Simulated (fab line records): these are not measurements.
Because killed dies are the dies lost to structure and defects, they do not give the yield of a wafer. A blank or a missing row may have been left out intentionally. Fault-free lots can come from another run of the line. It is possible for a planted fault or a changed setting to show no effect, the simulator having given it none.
A lot that was struck, set against a sound lot    flow sky130    16 steps out of a route of 708
Sound: wafers L744.1, L744.2, L744.5. Struck: wafer L752.2 (left out: L752.3, L752.6 of the same lot, which were not struck); the cause appears at the end.
Each step with rows lists, per side, the tool, then ch with its chambers, then its first start. Under that, the readings that differ: sound wafers    struck wafers    difference of the means    sigmas: that difference in standard deviations of wafers without a fault.
alike: words and numbers the same on both sides, and readings whose means are apart by under 2 such deviations; not compared: readings that were withheld, readings missing a value for some wafer, numbers with overlapping values and no deviation given by the record, and bounds like >300 which may hide the same value.
Wherever a step has rows on one side only, a row that says differs or no value, or a row with sigmas, the two part there. Numbers that don't overlap but have no deviation are shown without sigmas and don't part them. A reading that every wafer of one side lacks parts them only if that side has two wafers or more.

SKY_LI_CONTACT_BOW_MEAS_03:
  sound on film-metro-03 at day 30 00:37; struck on film-metro-02 at day 32 20:48
  alike: LI_CONTACT_BOW
then, 8 steps without rows for these wafers: SKY_LI_CONTACT_DEHYDRATE_04 (time 60 s); SKY_LI_CONTACT_HMDS_05 (prime time 60 s); SKY_LI_CONTACT_COAT_06 (resist thk 60 nm); SKY_LI_CONTACT_COAT_07 (resist thk 450 nm); SKY_LI_CONTACT_SOFTBAKE_08 (time 90 s); SKY_LI_CONTACT_EXPOSE_09 (exposes mask LICM1, target cd 170 nm); SKY_LI_CONTACT_PEB_10; SKY_LI_CONTACT_DEVELOP_11 (develop time 60 s).
SKY_LI_CONTACT_CD_MEAS_12: target cd 170 nm.
  sound on cd-sem-01 at day 31 04:34; struck on cd-sem-02 at day 33 23:36
  alike: cd-nm
SKY_LI_CONTACT_OVL_MEAS_13:
  sound on overlay-02 at day 31 04:41; struck on overlay-02 at day 33 23:43
  alike: LI_CONTACT_OVL
SKY_LI_CONTACT_ETCH_14: etches BARC in N2/H2, stops on SiO2, time 45.9 s, target depth 60 nm.
  sound on rie-diel-03 ch 0,1,2, day 31 04:44; struck on rie-diel-03 ch 0, day 33 23:44
  alike: drypump-motor-current-A, oes-product-au, throttle-valve-pct
  not compared: rf-hours-counter-h
SKY_LI_CONTACT_ETCH_15: etches PSG in C4F8/O2/Ar, stops on Si, target depth 600 nm.
  sound on rie-diel-03 ch 0,1,2, day 31 04:46; struck on rie-diel-03 ch 0, day 33 23:47
reading                                            sound            struck  difference  sigmas
model.KrF-thick_of_LI_CONTACT_COAT_07.thk-nm (nm)  229.8 228.9 233  269.4   +38.8       
  alike: oes-product-au
SKY_LI_CONTACT_STRIP_16: strips in O2/N2.
  sound on plasma-asher-01 ch 0,1, day 31 04:51; struck on plasma-asher-01 ch 0, day 33 23:52
reading                       sound              struck  difference  sigmas
oes-product-au (a.u.)         0.370 0.375 0.373  0.390   +0.017      +4
strip-time-to-endpoint-s (s)  3.48 3.47 3.54     3.91    +0.41       +10
  alike: drypump-motor-current-A
  not compared: rf-hours-counter-h
then, 1 step without rows for these wafers: SKY_LI_CONTACT_CLEAN_17 (cleans in NMP, time 600 s).
-- record jumps: 15 days separate the struck wafers' starts on either side; left off in module LI_CONTACT, taken up again in module PAD_OPEN, whose first shown step is the route's number 708 --
SKY_PAD_OPEN_PROBE_99:
  sound on prober-01 at day 47 06:52; struck on prober-01 at day 49 05:58
reading                                  sound              struck  difference  sigmas
killed-at-contacts                       25 37 31           42      +11         +2
killed-short                             47 37 44           28      -15         -2
model.etest.pfet_01v8.r-on-ohm-um        2882 2902 2851     3001    +123        
model.etest.licon-pdiff.rc-ohm           575.3 613.2 593.4  705.2   +111.2      
model.etest.pfet-g5v0d10v5.r-on-ohm-um   4670 4710 4595     4885    +227        
model.etest.nfet-g5v0d10v5.r-on-ohm-um   1871 1864 1831     1945    +90         
model.etest.nfet_01v8.r-on-ohm-um        849.2 858.1 828.3  908.8   +63.6       
model.etest.licon-ndiff.rc-ohm           182.4 189.8 186.4  253.9   +67.7       
model.etest.sonos-uncharged.r-on-ohm-um  811.1 805.3 808.1  874.7   +66.5       
model.etest.licon-high-po.rc-ohm         360.7 354.3 361.1  396     +37         
  alike: killed_at_M0_to_M3, killed_at_M4_up, killed-at-front-end, killed-at-other, killed-dies, killed-open

== WHERE THEY PART ==
Earliest at SKY_LI_CONTACT_STRIP_16; latest, in this record, at SKY_PAD_OPEN_PROBE_99.

WHY: whatever the simulator had introduced
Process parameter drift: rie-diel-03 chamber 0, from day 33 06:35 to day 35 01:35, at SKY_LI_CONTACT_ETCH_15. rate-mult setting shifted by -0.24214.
